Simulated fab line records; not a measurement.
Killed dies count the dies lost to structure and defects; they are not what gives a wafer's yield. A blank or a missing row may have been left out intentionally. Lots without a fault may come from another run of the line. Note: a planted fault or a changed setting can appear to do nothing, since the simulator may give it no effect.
Chamber matching | flow gf180mcu | 4 sister chambers for GF_POLY_GATE_ETCH_12 on rie diel-02
The step etches BARC in N2/H2. 14 wafers are shown with their chamber, then 7 later ones without.

## EACH WAFER AND ITS CHAMBER
wafer  | chamber | oes product au (a.u.) | throttle valve pct (%)
L136.3 | 2       | 0.723                 | 13.204
L136.4 | 0       | 0.748                 | 13.213
L136.6 | 1       | 0.737                 | 13.212
L141.4 | 3       | 0.739                 | 13.210
L141.5 | 0       | 0.731                 | 13.201
L141.6 | 3       | 0.733                 | 13.221
L144.1 | 0       | 0.732                 | 13.226
L144.4 | 1       | 0.728                 | 13.221
L144.5 | 0       | 0.739                 | 13.210
L149.2 | 3       | 0.738                 | 13.225
L149.4 | 1       | 0.737                 | 13.223
L149.6 | 3       | 0.733                 | 13.204
L150.1 | 1       | 0.734                 | 13.207
L150.3 | 0       | 0.739                 | 13.226

SIGNATURES (means of the wafers above)
reading            | chamber 0 | chamber 1 | chamber 2 | chamber 3 | scatter within a chamber
oes product au     | 0.73780   | 0.73400   | 0.72300   | 0.73575   | 0.00521
throttle valve pct | 13.21520  | 13.21575  | 13.20400  | 13.21500  | 0.00959
Rule: distance of a wafer from a chamber = root of the sum over the readings of ((wafer's reading minus chamber's mean) / reading's scatter) squared. If the next closest chamber is less than 2 further off than the closest, the wafer can't be placed; otherwise it belongs to the closest. The scatter: take each reading less its chamber's mean, square it, sum over the shown wafers, divide by the number of wafers less the number of chambers, and take the root.

## WAFERS MISSING THEIR CHAMBER
wafer  | oes product au (a.u.) | throttle valve pct (%)
L150.5 | 0.741                 | 13.206
L158.2 | 0.738                 | 13.210
L158.4 | 0.734                 | 13.218
L158.5 | 0.739                 | 13.216
L159.3 | 0.730                 | 13.207
L159.4 | 0.740                 | 13.208
L159.5 | 0.736                 | 13.209

## WHICH CHAMBER EACH ONE RAN IN
wafer  | from the rows above               | in truth
L150.5 | can't be placed: 0 or 3 or 1      | 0
L158.2 | can't be placed: 0 or 3 or 1      | 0
L158.4 | can't be placed: 1 or 3 or 0      | 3
L158.5 | can't be placed: 0 or 3 or 1      | 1
L159.3 | can't be placed: 1 or 2 or 3 or 0 | 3
L159.4 | can't be placed: 0 or 3 or 1      | 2
L159.5 | can't be placed: 3 or 0 or 1 or 2 | 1
Correct placement for 0 of the 7. From these rows, 7 cannot be placed; in 6 the true chamber is one of the candidates. 0 placed wrongly.
